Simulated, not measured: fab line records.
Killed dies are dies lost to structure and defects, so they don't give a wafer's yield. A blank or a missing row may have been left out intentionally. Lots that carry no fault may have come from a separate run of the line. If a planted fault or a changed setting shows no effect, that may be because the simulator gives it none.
One fault through the eyes of 2 desks	flow sky130	every desk sees just its own numbers, and what lay behind them comes last

THE METROLOGY DESK
What the gauges read, lot by lot, whatever tool the lot ran on: means of the sampled wafers that have a number. Any lot whose mean is over 4 standard deviations away from the usual mean is out of limits and marked OUT; that distance is given in the brackets.
Columns: A = cdNm at SKY_VIA3_CD_MEAS_12, usual 200.3 nm; B = CAP2M_CVD_00_THK at SKY_CAP2M_THK_MEAS_01, usual 15.52 nm
lot	first seen here	A	B
L707	day 39 15:04	200.9	15.61
L709	day 40 07:17	199.4	15.27
L711	day 40 18:32	200.5	15.76
L716	day 42 13:38	200.7	15.40
L717	day 42 16:13	201.3	15.54
L720	day 43 17:41	199.7	14.19 (-6.1) OUT
L722	day 44 16:40	201.0	12.99 (-12) OUT
L724	day 45 16:41	199.0	15.53
L725	day 45 17:25	198.6	15.51
L726	day 45 17:44	199.6	15.29
L728	day 45 19:05	201.6	15.52
L729	day 46 12:17	200.8	15.59
Finding of this desk: L720, L722 out of limits, first seen on L720 at day 43 19:54 (CAP2M_CVD_00_THK at SKY_CAP2M_THK_MEAS_01). L707, L709, L711, L716, L717, L724, L725, L726, L728, L729 stayed within limits.

TOOL OWNER'S DESK, pecvd-02
The tool's own readings at SKY_CAP2M_CVD_00 (deposits SiO2, target thk 15.5 nm): means of the sampled wafers that have a number, for each lot that ran on this tool. Any lot whose mean is over 4 standard deviations away from the usual mean is out of limits and marked OUT; that distance is given in the brackets.
Columns: A = heaterPowerW at SKY_CAP2M_CVD_00, usual 681 W
lot	first seen here	A
L707	day 39 16:59	636
L709	day 40 08:59	669
L711	day 40 20:13	611
L717	day 42 17:53	718
L720	day 43 19:52	694
L722	day 44 18:26	682
This desk's verdict: no lot among the 6 shows anything out of limits.

PUT TOGETHER
Metrology desk: alarm possible at day 43 19:54 on L720, L722.
The tool owner's desk saw nothing out of limits.
On record at the tool owner's desk: L720, L722, within its limits.
On pecvd-02, each named lot ran SKY_CAP2M_CVD_00.

WHAT HAD BEEN PUT IN BY THE SIMULATOR
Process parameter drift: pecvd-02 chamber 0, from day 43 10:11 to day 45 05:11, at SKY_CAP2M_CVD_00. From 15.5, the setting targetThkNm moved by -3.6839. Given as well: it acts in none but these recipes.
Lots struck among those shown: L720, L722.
Per desk, hours elapsed from the start of the fault to the first reading out of limits: for the metrology desk, 10.
